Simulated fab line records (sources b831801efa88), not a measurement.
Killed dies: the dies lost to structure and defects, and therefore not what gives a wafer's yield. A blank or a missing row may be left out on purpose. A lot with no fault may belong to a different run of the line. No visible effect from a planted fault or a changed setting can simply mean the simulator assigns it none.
A sampling plan put to the test || flow gf180mcu || one line in one fab, 50 faults in these records, each fault weighed on the records of the lots it struck
The plan is the line's own looks: the steps of the route at which a gauge or an inspection reads the wafer and doesn't change it. A look can be judged if struck wafers have a number there and the file gives its usual mean and standard deviation on fault-free wafers. Caught: at a look after the fault's first step, the mean of the struck wafers lies 4 or more of those standard deviations (sigma) from the usual mean. On the tool: the identical test, applied to the tool's own readings at the steps of the fault. It also counts as caught if the struck wafers ran another recipe or if their record alone is blank.

== THE FAULTS, as the simulator had put them in ==
1. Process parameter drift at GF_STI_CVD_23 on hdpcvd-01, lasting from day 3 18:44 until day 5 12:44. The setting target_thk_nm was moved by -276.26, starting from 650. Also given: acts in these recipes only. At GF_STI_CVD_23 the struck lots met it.
2. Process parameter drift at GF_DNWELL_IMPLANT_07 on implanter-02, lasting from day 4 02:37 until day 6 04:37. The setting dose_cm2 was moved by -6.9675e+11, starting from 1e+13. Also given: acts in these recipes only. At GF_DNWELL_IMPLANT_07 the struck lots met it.
3. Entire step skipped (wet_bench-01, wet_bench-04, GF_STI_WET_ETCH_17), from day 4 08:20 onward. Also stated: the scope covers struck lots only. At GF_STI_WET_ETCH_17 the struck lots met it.
4. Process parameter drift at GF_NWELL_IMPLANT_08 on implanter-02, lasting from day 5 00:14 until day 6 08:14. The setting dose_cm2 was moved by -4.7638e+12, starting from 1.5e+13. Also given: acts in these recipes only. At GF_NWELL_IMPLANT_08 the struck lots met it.
5. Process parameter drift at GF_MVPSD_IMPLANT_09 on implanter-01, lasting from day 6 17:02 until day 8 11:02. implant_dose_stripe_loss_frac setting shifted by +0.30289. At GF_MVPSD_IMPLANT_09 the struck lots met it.
6. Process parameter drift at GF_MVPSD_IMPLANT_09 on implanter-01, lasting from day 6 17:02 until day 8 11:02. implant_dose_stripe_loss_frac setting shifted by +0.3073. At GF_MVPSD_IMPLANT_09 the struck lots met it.
7. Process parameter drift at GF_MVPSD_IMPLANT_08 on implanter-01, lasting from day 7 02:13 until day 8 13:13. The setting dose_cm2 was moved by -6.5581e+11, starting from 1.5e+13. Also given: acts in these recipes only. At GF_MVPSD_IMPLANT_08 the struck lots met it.
8. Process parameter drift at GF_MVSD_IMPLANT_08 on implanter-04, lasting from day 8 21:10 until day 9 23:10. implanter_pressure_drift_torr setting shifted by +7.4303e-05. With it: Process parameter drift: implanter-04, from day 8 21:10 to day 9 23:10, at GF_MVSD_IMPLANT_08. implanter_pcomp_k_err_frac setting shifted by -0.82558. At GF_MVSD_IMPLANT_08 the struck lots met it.
9. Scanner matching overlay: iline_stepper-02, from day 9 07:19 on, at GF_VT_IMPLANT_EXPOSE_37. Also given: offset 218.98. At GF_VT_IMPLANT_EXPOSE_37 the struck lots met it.
10. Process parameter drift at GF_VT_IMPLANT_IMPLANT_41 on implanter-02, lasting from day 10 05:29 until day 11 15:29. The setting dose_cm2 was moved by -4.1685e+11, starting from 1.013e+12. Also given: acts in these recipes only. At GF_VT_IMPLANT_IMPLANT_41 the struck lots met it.
11. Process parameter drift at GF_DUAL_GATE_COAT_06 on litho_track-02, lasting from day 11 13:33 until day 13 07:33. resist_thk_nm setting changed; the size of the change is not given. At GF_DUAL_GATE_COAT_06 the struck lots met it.
12. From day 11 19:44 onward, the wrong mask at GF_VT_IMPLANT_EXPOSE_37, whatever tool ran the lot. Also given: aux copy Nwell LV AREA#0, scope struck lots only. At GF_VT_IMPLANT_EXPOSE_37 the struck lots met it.
13. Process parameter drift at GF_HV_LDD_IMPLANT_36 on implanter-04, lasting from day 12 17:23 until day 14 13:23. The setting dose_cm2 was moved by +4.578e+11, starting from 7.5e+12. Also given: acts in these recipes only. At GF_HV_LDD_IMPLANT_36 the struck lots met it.
14. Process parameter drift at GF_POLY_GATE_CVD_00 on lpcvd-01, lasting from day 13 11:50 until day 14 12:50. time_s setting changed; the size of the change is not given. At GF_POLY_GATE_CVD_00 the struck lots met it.
15. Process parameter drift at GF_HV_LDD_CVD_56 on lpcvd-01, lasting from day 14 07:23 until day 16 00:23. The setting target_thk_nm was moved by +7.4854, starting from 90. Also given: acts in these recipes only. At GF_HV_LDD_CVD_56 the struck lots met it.
16. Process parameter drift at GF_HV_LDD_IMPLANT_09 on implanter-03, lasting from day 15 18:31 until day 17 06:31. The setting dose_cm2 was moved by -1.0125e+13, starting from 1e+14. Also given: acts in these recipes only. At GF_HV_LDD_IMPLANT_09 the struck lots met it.
17. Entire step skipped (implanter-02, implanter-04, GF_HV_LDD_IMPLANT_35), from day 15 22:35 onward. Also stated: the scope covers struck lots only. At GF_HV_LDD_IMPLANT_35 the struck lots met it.
18. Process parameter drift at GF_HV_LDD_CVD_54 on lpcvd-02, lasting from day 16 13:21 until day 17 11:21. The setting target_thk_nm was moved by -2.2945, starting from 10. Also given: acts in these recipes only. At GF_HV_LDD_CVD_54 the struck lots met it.
19. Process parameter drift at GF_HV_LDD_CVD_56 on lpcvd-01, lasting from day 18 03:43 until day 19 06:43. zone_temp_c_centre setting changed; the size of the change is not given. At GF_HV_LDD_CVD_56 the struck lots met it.
20. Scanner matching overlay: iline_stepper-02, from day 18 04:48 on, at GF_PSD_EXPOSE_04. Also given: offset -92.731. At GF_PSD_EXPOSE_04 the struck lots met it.
21. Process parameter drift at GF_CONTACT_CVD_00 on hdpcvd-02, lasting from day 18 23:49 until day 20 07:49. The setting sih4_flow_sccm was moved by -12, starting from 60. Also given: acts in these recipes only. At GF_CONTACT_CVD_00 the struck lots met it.
22. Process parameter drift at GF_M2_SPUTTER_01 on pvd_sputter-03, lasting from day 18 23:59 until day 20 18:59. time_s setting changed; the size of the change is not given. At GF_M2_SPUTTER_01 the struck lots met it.
23. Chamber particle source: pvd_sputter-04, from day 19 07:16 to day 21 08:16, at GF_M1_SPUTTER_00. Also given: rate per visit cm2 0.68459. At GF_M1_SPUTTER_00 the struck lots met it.
24. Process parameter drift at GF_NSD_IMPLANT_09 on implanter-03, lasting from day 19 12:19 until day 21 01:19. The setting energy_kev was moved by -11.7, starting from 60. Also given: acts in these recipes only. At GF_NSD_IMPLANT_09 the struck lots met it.
25. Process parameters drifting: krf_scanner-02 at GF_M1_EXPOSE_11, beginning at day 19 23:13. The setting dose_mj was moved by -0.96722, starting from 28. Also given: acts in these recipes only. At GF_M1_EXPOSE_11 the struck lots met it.
26. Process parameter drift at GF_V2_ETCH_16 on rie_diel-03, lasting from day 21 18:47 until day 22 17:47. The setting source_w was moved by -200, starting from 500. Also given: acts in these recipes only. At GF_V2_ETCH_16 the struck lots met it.
27. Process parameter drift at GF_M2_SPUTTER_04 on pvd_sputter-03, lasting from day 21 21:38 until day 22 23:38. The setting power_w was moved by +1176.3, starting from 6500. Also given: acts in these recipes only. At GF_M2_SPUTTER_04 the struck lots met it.
28. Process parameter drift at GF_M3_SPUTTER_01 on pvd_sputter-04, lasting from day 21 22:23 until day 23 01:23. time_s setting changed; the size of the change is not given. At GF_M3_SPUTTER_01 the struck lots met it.
29. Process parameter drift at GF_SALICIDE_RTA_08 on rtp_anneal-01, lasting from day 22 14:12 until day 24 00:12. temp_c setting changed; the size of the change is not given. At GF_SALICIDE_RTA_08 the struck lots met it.
30. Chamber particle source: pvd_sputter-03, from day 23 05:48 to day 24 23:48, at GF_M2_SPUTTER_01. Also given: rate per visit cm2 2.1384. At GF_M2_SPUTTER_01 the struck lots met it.
31. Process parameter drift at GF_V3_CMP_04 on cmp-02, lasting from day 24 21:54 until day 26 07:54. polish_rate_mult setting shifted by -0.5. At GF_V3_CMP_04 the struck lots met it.
32. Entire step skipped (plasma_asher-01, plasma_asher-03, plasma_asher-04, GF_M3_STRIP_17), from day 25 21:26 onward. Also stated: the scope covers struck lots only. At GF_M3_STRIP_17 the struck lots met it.
33. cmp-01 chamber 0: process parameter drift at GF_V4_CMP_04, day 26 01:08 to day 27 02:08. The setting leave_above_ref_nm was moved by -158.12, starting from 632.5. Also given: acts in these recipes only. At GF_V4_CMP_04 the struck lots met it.
34. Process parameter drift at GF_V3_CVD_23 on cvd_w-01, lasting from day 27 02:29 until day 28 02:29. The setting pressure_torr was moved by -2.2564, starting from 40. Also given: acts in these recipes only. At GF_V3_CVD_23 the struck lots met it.
35. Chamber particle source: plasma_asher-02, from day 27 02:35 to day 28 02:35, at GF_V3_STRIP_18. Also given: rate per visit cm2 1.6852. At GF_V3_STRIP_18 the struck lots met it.
36. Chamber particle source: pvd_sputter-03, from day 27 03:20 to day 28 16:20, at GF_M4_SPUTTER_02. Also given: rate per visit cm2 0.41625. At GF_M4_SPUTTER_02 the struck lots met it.
37. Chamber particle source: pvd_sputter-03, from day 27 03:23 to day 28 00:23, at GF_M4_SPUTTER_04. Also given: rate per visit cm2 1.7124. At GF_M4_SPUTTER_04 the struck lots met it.
38. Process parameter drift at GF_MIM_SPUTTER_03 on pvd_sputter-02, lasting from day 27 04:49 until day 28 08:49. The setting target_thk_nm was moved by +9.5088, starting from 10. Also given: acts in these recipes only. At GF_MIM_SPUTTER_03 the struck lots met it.
39. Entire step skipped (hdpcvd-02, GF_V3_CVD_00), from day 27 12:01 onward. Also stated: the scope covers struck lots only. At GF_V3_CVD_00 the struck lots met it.
40. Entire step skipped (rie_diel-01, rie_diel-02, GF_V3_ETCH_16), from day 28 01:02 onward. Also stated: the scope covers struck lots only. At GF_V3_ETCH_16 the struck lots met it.
41. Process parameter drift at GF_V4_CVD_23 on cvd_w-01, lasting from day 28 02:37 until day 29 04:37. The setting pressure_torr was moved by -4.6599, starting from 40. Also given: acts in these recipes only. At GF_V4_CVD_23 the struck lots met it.
42. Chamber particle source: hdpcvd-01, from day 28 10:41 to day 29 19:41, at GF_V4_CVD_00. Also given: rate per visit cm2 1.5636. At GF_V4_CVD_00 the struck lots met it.
43. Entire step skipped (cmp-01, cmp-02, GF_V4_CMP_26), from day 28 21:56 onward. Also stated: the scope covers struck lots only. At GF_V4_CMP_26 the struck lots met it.
44. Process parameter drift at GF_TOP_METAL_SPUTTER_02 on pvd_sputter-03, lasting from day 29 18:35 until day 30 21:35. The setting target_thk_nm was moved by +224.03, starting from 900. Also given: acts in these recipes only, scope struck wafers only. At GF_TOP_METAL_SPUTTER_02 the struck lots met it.
45. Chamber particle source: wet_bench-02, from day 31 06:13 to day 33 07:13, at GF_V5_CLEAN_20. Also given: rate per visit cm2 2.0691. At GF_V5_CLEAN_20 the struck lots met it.
46. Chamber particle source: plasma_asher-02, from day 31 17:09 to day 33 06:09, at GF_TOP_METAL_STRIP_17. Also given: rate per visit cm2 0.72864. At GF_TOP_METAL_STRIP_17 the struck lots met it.
47. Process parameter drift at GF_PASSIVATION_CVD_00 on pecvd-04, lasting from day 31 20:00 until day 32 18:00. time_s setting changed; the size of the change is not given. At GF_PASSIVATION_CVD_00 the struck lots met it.
48. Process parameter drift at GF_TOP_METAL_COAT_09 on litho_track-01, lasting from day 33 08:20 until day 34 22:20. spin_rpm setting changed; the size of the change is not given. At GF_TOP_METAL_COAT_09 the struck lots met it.
49. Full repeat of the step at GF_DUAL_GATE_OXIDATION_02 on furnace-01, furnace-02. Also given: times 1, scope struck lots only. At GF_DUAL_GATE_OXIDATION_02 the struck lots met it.
50. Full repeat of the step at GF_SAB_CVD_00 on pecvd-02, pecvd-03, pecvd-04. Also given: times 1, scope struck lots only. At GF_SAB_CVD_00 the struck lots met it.

== WHAT THE PLAN SAW ==
{"fault": 1, "on the tool itself": "no reading that can be judged", "first look that catches it": "GF_STI_THK_MEAS_24", "reading, sigma": "STI_CVD_23_THK -32", "median hours from its first step to that look": 0.1, "hours from the fault's start to the first struck lot there": 3, "judged looks passed uncaught": 0}
{"fault": 2, "on the tool itself": "dose_ions_cm2 -58 sigma", "first look that catches it": "no look after it can be judged", "reading, sigma": "-", "median hours from its first step to that look": "-", "hours from the fault's start to the first struck lot there": "-", "judged looks passed uncaught": 0}
{"fault": 3, "on the tool itself": "the tool's record is blank for the struck wafers", "first look that catches it": "no look after it can be judged", "reading, sigma": "-", "median hours from its first step to that look": "-", "hours from the fault's start to the first struck lot there": "-", "judged looks passed uncaught": 0}
{"fault": 4, "on the tool itself": "dose_ions_cm2 -99 or beyond sigma", "first look that catches it": "GF_NWELL_TW_MEAS_11", "reading, sigma": "NWELL_TW -12", "median hours from its first step to that look": 0.4, "hours from the fault's start to the first struck lot there": 9, "judged looks passed uncaught": 0}
{"fault": 5, "on the tool itself": "under 2 sigma", "first look that catches it": "none of the 4 looks that can be judged after it", "reading, sigma": "strongest: MVPSD_RS at GF_VT_IMPLANT_RS_MEAS_49, +3.4", "median hours from its first step to that look": "-", "hours from the fault's start to the first struck lot there": "-", "judged looks passed uncaught": 4}
{"fault": 6, "on the tool itself": "no reading that can be judged", "first look that catches it": "none of the 3 looks that can be judged after it", "reading, sigma": "strongest: MVPSD_RS at GF_VT_IMPLANT_RS_MEAS_49, +3.4", "median hours from its first step to that look": "-", "hours from the fault's start to the first struck lot there": "-", "judged looks passed uncaught": 3}
{"fault": 7, "on the tool itself": "dose_ions_cm2 -39 sigma", "first look that catches it": "GF_VT_IMPLANT_RS_MEAS_49", "reading, sigma": "MVPSD_RS +10", "median hours from its first step to that look": 69.4, "hours from the fault's start to the first struck lot there": 73, "judged looks passed uncaught": 0}
{"fault": 8, "on the tool itself": "end_station_pressure_torr +99 or beyond sigma", "first look that catches it": "GF_MVSD_TW_MEAS_11", "reading, sigma": "MVSD_TW +5.0", "median hours from its first step to that look": 0.4, "hours from the fault's start to the first struck lot there": 4, "judged looks passed uncaught": 0}
{"fault": 9, "on the tool itself": "no reading that can be judged", "first look that catches it": "GF_VT_IMPLANT_OVL_MEAS_40", "reading, sigma": "VT_IMPLANT_03_OVL +99 or beyond", "median hours from its first step to that look": 8.8, "hours from the fault's start to the first struck lot there": 19, "judged looks passed uncaught": 0}
{"fault": 10, "on the tool itself": "dose_ions_cm2 -99 or beyond sigma", "first look that catches it": "GF_VT_IMPLANT_TW_MEAS_43", "reading, sigma": "VT_IMPLANT_4_TW -7.7", "median hours from its first step to that look": 0.2, "hours from the fault's start to the first struck lot there": 4, "judged looks passed uncaught": 0}
{"fault": 11, "on the tool itself": "no reading that can be judged", "first look that catches it": "no look after it can be judged", "reading, sigma": "-", "median hours from its first step to that look": "-", "hours from the fault's start to the first struck lot there": "-", "judged looks passed uncaught": 0}
{"fault": 12, "on the tool itself": "no reading that can be judged", "first look that catches it": "GF_VT_IMPLANT_TW_MEAS_43", "reading, sigma": "VT_IMPLANT_4_TW -44", "median hours from its first step to that look": 9.5, "hours from the fault's start to the first struck lot there": 14, "judged looks passed uncaught": 0}
{"fault": 13, "on the tool itself": "dose_ions_cm2 +52 sigma", "first look that catches it": "no look after it can be judged", "reading, sigma": "-", "median hours from its first step to that look": "-", "hours from the fault's start to the first struck lot there": "-", "judged looks passed uncaught": 0}
{"fault": 14, "on the tool itself": "under 2 sigma", "first look that catches it": "GF_POLY_GATE_THK_MEAS_01", "reading, sigma": "POLY_GATE_CVD_00_THK -9.5", "median hours from its first step to that look": 1.3, "hours from the fault's start to the first struck lot there": 3, "judged looks passed uncaught": 0}
{"fault": 15, "on the tool itself": "under 2 sigma", "first look that catches it": "GF_HV_LDD_THK_MEAS_57", "reading, sigma": "HV_LDD_CVD_56_THK +7.6", "median hours from its first step to that look": 1.4, "hours from the fault's start to the first struck lot there": 6, "judged looks passed uncaught": 0}
{"fault": 16, "on the tool itself": "dose_ions_cm2 -85 sigma", "first look that catches it": "GF_HV_LDD_RS_MEAS_53", "reading, sigma": "HV_LDD_RS +20", "median hours from its first step to that look": 74.0, "hours from the fault's start to the first struck lot there": 94, "judged looks passed uncaught": 2}
{"fault": 17, "on the tool itself": "the tool's record is blank for the struck wafers", "first look that catches it": "GF_HV_LDD_TW_MEAS_38", "reading, sigma": "HV_LDD_3_TW -7.5", "median hours from its first step to that look": 0.4, "hours from the fault's start to the first struck lot there": 4, "judged looks passed uncaught": 0}
{"fault": 18, "on the tool itself": "under 2 sigma", "first look that catches it": "GF_HV_LDD_THK_MEAS_55", "reading, sigma": "HV_LDD_CVD_54_THK -12", "median hours from its first step to that look": 1.0, "hours from the fault's start to the first struck lot there": 6, "judged looks passed uncaught": 0}
{"fault": 19, "on the tool itself": "spike_tc_centre_C -21 sigma", "first look that catches it": "GF_HV_LDD_THK_MEAS_57", "reading, sigma": "HV_LDD_CVD_56_THK -6.6", "median hours from its first step to that look": 1.4, "hours from the fault's start to the first struck lot there": 10, "judged looks passed uncaught": 0}
{"fault": 20, "on the tool itself": "no reading that can be judged", "first look that catches it": "GF_PSD_OVL_MEAS_08", "reading, sigma": "PSD_OVL -77", "median hours from its first step to that look": 12.1, "hours from the fault's start to the first struck lot there": 16, "judged looks passed uncaught": 0}
{"fault": 21, "on the tool itself": "sih4_flow_sccm -66 sigma", "first look that catches it": "GF_CONTACT_THK_MEAS_01", "reading, sigma": "CONTACT_CVD_00_THK -14", "median hours from its first step to that look": 0.0, "hours from the fault's start to the first struck lot there": 12, "judged looks passed uncaught": 0}
{"fault": 22, "on the tool itself": "under 2 sigma", "first look that catches it": "no look after it can be judged", "reading, sigma": "-", "median hours from its first step to that look": "-", "hours from the fault's start to the first struck lot there": "-", "judged looks passed uncaught": 0}
{"fault": 23, "on the tool itself": "under 2 sigma", "first look that catches it": "not the one look that can be judged after it", "reading, sigma": "-", "median hours from its first step to that look": "-", "hours from the fault's start to the first struck lot there": "-", "judged looks passed uncaught": 1}
{"fault": 24, "on the tool itself": "beam_energy_keV -99 or beyond sigma", "first look that catches it": "GF_PSD_RS_MEAS_14", "reading, sigma": "NSD_RS +40", "median hours from its first step to that look": 24.6, "hours from the fault's start to the first struck lot there": 40, "judged looks passed uncaught": 0}
{"fault": 25, "on the tool itself": "exposure_dose_mJ_cm2 -22 sigma", "first look that catches it": "not the one look that can be judged after it", "reading, sigma": "strongest: cd_nm at GF_M1_CD_MEAS_14, +3.7", "median hours from its first step to that look": "-", "hours from the fault's start to the first struck lot there": "-", "judged looks passed uncaught": 1}
{"fault": 26, "on the tool itself": "rf_fwd_power_W -91 sigma", "first look that catches it": "no look after it can be judged", "reading, sigma": "-", "median hours from its first step to that look": "-", "hours from the fault's start to the first struck lot there": "-", "judged looks passed uncaught": 0}
{"fault": 27, "on the tool itself": "cathode_dc_power_W +99 or beyond sigma", "first look that catches it": "none of the 7 looks that can be judged after it", "reading, sigma": "strongest: M2_ALCU_THK at GF_M2_THK_MEAS_06, -2.4", "median hours from its first step to that look": "-", "hours from the fault's start to the first struck lot there": "-", "judged looks passed uncaught": 7}
{"fault": 28, "on the tool itself": "under 2 sigma", "first look that catches it": "no look after it can be judged", "reading, sigma": "-", "median hours from its first step to that look": "-", "hours from the fault's start to the first struck lot there": "-", "judged looks passed uncaught": 0}
{"fault": 29, "on the tool itself": "wafer_temp_C_max -99 or beyond sigma", "first look that catches it": "no look after it can be judged", "reading, sigma": "-", "median hours from its first step to that look": "-", "hours from the fault's start to the first struck lot there": "-", "judged looks passed uncaught": 0}
{"fault": 30, "on the tool itself": "under 2 sigma", "first look that catches it": "not the one look that can be judged after it", "reading, sigma": "-", "median hours from its first step to that look": "-", "hours from the fault's start to the first struck lot there": "-", "judged looks passed uncaught": 1}
{"fault": 31, "on the tool itself": "under 2 sigma", "first look that catches it": "no look after it can be judged", "reading, sigma": "-", "median hours from its first step to that look": "-", "hours from the fault's start to the first struck lot there": "-", "judged looks passed uncaught": 0}
{"fault": 32, "on the tool itself": "no reading that can be judged", "first look that catches it": "no look after it can be judged", "reading, sigma": "-", "median hours from its first step to that look": "-", "hours from the fault's start to the first struck lot there": "-", "judged looks passed uncaught": 0}
{"fault": 33, "on the tool itself": "only faintly: time_to_endpoint_s +3.2 sigma", "first look that catches it": "not the one look that can be judged after it", "reading, sigma": "-", "median hours from its first step to that look": "-", "hours from the fault's start to the first struck lot there": "-", "judged looks passed uncaught": 1}
{"fault": 34, "on the tool itself": "chamber_pressure_Torr -26 sigma", "first look that catches it": "not the one look that can be judged after it", "reading, sigma": "strongest: V3_W_RS at GF_V3_RS_MEAS_24, +3.0", "median hours from its first step to that look": "-", "hours from the fault's start to the first struck lot there": "-", "judged looks passed uncaught": 1}
{"fault": 35, "on the tool itself": "under 2 sigma", "first look that catches it": "none of the 6 looks that can be judged after it", "reading, sigma": "-", "median hours from its first step to that look": "-", "hours from the fault's start to the first struck lot there": "-", "judged looks passed uncaught": 6}
{"fault": 36, "on the tool itself": "under 2 sigma", "first look that catches it": "not the one look that can be judged after it", "reading, sigma": "-", "median hours from its first step to that look": "-", "hours from the fault's start to the first struck lot there": "-", "judged looks passed uncaught": 1}
{"fault": 37, "on the tool itself": "under 2 sigma", "first look that catches it": "not the one look that can be judged after it", "reading, sigma": "-", "median hours from its first step to that look": "-", "hours from the fault's start to the first struck lot there": "-", "judged looks passed uncaught": 1}
{"fault": 38, "on the tool itself": "under 2 sigma", "first look that catches it": "no look after it can be judged", "reading, sigma": "-", "median hours from its first step to that look": "-", "hours from the fault's start to the first struck lot there": "-", "judged looks passed uncaught": 0}
{"fault": 39, "on the tool itself": "the tool's record is blank for the struck wafers", "first look that catches it": "none of the 2 looks that can be judged after it", "reading, sigma": "strongest: V3_BOW at GF_V3_BOW_MEAS_05, -2.7", "median hours from its first step to that look": "-", "hours from the fault's start to the first struck lot there": "-", "judged looks passed uncaught": 2}
{"fault": 40, "on the tool itself": "the tool's record is blank for the struck wafers", "first look that catches it": "no look after it can be judged", "reading, sigma": "-", "median hours from its first step to that look": "-", "hours from the fault's start to the first struck lot there": "-", "judged looks passed uncaught": 0}
{"fault": 41, "on the tool itself": "chamber_pressure_Torr -64 sigma", "first look that catches it": "GF_V4_RS_MEAS_24", "reading, sigma": "V4_W_RS +5.3", "median hours from its first step to that look": 0.1, "hours from the fault's start to the first struck lot there": 5, "judged looks passed uncaught": 0}
{"fault": 42, "on the tool itself": "under 2 sigma", "first look that catches it": "not the one look that can be judged after it", "reading, sigma": "-", "median hours from its first step to that look": "-", "hours from the fault's start to the first struck lot there": "-", "judged looks passed uncaught": 1}
{"fault": 43, "on the tool itself": "no reading that can be judged", "first look that catches it": "no look after it can be judged", "reading, sigma": "-", "median hours from its first step to that look": "-", "hours from the fault's start to the first struck lot there": "-", "judged looks passed uncaught": 0}
{"fault": 44, "on the tool itself": "under 2 sigma", "first look that catches it": "GF_TOP_METAL_RS_MEAS_05", "reading, sigma": "TOP_METAL_ALCU_RS -15", "median hours from its first step to that look": 0.1, "hours from the fault's start to the first struck lot there": 3, "judged looks passed uncaught": 0}
{"fault": 45, "on the tool itself": "no reading that can be judged", "first look that catches it": "not the one look that can be judged after it", "reading, sigma": "-", "median hours from its first step to that look": "-", "hours from the fault's start to the first struck lot there": "-", "judged looks passed uncaught": 1}
{"fault": 46, "on the tool itself": "under 2 sigma", "first look that catches it": "not the one look that can be judged after it", "reading, sigma": "-", "median hours from its first step to that look": "-", "hours from the fault's start to the first struck lot there": "-", "judged looks passed uncaught": 1}
{"fault": 47, "on the tool itself": "run_length_s +5.0 sigma", "first look that catches it": "not the one look that can be judged after it", "reading, sigma": "-", "median hours from its first step to that look": "-", "hours from the fault's start to the first struck lot there": "-", "judged looks passed uncaught": 1}
{"fault": 48, "on the tool itself": "spin_speed_rpm +20 sigma", "first look that catches it": "not the one look that can be judged after it", "reading, sigma": "-", "median hours from its first step to that look": "-", "hours from the fault's start to the first struck lot there": "-", "judged looks passed uncaught": 1}
{"fault": 49, "on the tool itself": "no reading that can be judged", "first look that catches it": "GF_DUAL_GATE_THK_MEAS_03", "reading, sigma": "DUAL_GATE_OXIDATION_00_THK +28", "median hours from its first step to that look": 3.1, "hours from the fault's start to the first struck lot there": "-", "judged looks passed uncaught": 0}
{"fault": 50, "on the tool itself": "under 2 sigma", "first look that catches it": "GF_SAB_THK_MEAS_01", "reading, sigma": "SAB_CVD_00_THK +75", "median hours from its first step to that look": 0.2, "hours from the fault's start to the first struck lot there": "-", "judged looks passed uncaught": 0}
A dash: this means the fault isn't caught or the number doesn't appear in these records.

Caught at a look: 20 of 50. Caught on the tool: 22 of 50. By one or the other: 32 of 50.
On the tool alone, faults 2, 3, 13, 25, 26, 27, 29, 34, 39, 40, 47, 48 were caught.
Caught at a look alone: faults 1, 9, 12, 14, 15, 18, 20, 44, 49, 50.
Caught by neither: faults 5, 6, 11, 22, 23, 28, 30, 31, 32, 33, 35, 36, 37, 38, 42, 43, 45, 46.

== THINNER SAMPLING ==
In the worst case, this is how late the first struck lot would be measured if the look that catches a fault measured only every second or every third lot, by lot number:
{"fault": 1, "struck lots at that look, in order of time": "L812, L813", "every lot": "3 h", "every second lot": "8 h", "every third lot": "may miss all 2"}
{"fault": 4, "struck lots at that look, in order of time": "L184, L187", "every lot": "9 h", "every second lot": "25 h", "every third lot": "may miss all 2"}
{"fault": 7, "struck lots at that look, in order of time": "L956, L961", "every lot": "73 h", "every second lot": "104 h", "every third lot": "may miss all 2"}
{"fault": 8, "struck lots at that look, in order of time": "L319, L322", "every lot": "4 h", "every second lot": "24 h", "every third lot": "may miss all 2"}
{"fault": 9, "struck lots at that look, in order of time": "L772, L774, L777", "every lot": "19 h", "every second lot": "50 h", "every third lot": "may miss all 3"}
{"fault": 10, "struck lots at that look, in order of time": "L912, L913", "every lot": "4 h", "every second lot": "15 h", "every third lot": "may miss all 2"}
{"fault": 12, "struck lots at that look, in order of time": "L599", "every lot": "14 h", "every second lot": "may miss it", "every third lot": "may miss it"}
{"fault": 14, "struck lots at that look, in order of time": "L700, L701", "every lot": "3 h", "every second lot": "11 h", "every third lot": "may miss all 2"}
{"fault": 15, "struck lots at that look, in order of time": "L757, L758, L760", "every lot": "6 h", "every second lot": "17 h", "every third lot": "may miss all 3"}
{"fault": 16, "struck lots at that look, in order of time": "L315, L316, L317", "every lot": "94 h", "every second lot": "100 h", "every third lot": "107 h"}
{"fault": 17, "struck lots at that look, in order of time": "L888, L889, L890", "every lot": "4 h", "every second lot": "13 h", "every third lot": "20 h"}
{"fault": 18, "struck lots at that look, in order of time": "L186, L187", "every lot": "6 h", "every second lot": "14 h", "every third lot": "may miss all 2"}
{"fault": 19, "struck lots at that look, in order of time": "L720, L721", "every lot": "10 h", "every second lot": "17 h", "every third lot": "may miss all 2"}
{"fault": 20, "struck lots at that look, in order of time": "L316, L317, L319, L325", "every lot": "16 h", "every second lot": "23 h", "every third lot": "may miss all 4"}
{"fault": 21, "struck lots at that look, in order of time": "L961, L962, L963", "every lot": "12 h", "every second lot": "15 h", "every third lot": "24 h"}
{"fault": 24, "struck lots at that look, in order of time": "L403, L404", "every lot": "40 h", "every second lot": "55 h", "every third lot": "may miss all 2"}
{"fault": 41, "struck lots at that look, in order of time": "L460, L461", "every lot": "5 h", "every second lot": "10 h", "every third lot": "may miss all 2"}
{"fault": 44, "struck lots at that look, in order of time": "L227", "every lot": "3 h", "every second lot": "may miss it", "every third lot": "may miss it"}
Hours count from the start of the fault until the first struck lot that is measured. 4 sigma limit: tested on the pooled struck wafers, so a lone lot may be under it. Other struck lots may not be in these records.

== THE LONGEST TIMED WAY FROM STEP TO LOOK ==
Fault 16: the median time between GF_HV_LDD_IMPLANT_09 and GF_HV_LDD_RS_MEAS_53 is 74.0 hours. The looks between them that can be judged stayed within 4 sigma: GF_HV_LDD_TW_MEAS_11, GF_HV_LDD_CD_MEAS_19.
